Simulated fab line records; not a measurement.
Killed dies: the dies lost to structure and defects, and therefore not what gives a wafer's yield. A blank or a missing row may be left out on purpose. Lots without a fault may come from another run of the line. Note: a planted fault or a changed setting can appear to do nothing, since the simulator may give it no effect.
One fault through the eyes of 2 desks ; flow sky130 ; each desk has only its own numbers; what lay behind them comes last

## THE TOOL OWNER'S DESK: wetBench-03
The tool's own readings at SKY_GATE_OXIDE_WET_ETCH_12 (etches SiO2 in dHF, target depth 16.8 nm, time 336 s): means of the sampled wafers that have a number, for each lot that ran on this tool. A lot is out of limits, marked OUT, if its mean lies more than 4 standard deviations from the usual mean; the brackets give that distance.
Columns: A = runLengthS at SKY_GATE_OXIDE_WET_ETCH_12, usual 364 s; B = tempC at SKY_GATE_OXIDE_WET_ETCH_12, usual 25.00 C
lot;first seen here;A;B
L417;day 14 11:19;361;25.01
L426;day 17 20:13;341 (-6.2) OUT;24.92
L427;day 18 05:52;343 (-5.7) OUT;25.13
L436;day 21 06:38;361;25.13
L437;day 21 19:28;360;24.92
Finding of this desk: L426, L427 out of limits; the first was L426 at day 17 20:13, on runLengthS at SKY_GATE_OXIDE_WET_ETCH_12. Within limits: L417, L436, L437.

## THE METROLOGY DESK
What the gauges read, lot by lot, whatever tool the lot ran on: means of the sampled wafers that have a number. A lot is out of limits, marked OUT, if its mean lies more than 4 standard deviations from the usual mean; the brackets give that distance.
Columns: A = SONOS_ONO_CVD_02_THK at SKY_SONOS_ONO_THK_MEAS_03, usual 10.55 nm; B = cdNm at SKY_POLY_GATE_CD_MEAS_13, usual 149.7 nm
lot;first seen here;A;B
L415;day 11 12:34;10.60;149.5
L417;day 12 04:56;10.58;150.3
L418;day 12 13:58;10.61;148.4
L419;day 12 23:43;10.48;149.9
L420;day 13 06:04;10.64;151.6
L421;day 13 11:19;10.70;151.2
L423;day 13 22:43;10.66;148.9
L426;day 15 05:46;10.43;149.1
L427;day 15 16:00;10.63;150.9
L435;day 18 12:47;10.51;148.8
L436;day 18 12:47;10.47;149.3
L437;day 18 22:22;10.36;149.7
L438;day 19 02:59;10.62;149.5
Result from this desk: across the 13 lots, nothing is out of limits.

## PUT TOGETHER
On L426, L427, at day 17 20:13, an alarm was possible from the tool owner's desk.
Metrology desk: nothing out of limits seen.
The metrology desk has L426, L427 on record, within its limits.
SKY_GATE_OXIDE_WET_ETCH_12 was run on wetBench-03 by each of the lots named.

## WHAT THE SIMULATOR HAD INSERTED
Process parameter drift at SKY_GATE_OXIDE_WET_ETCH_12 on wetBench-03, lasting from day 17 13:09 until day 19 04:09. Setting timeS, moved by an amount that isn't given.
Lots struck among those shown: L426, L427.
Time in hours from fault onset to the first out-of-limits reading at each desk: the tool owner's desk, 7.
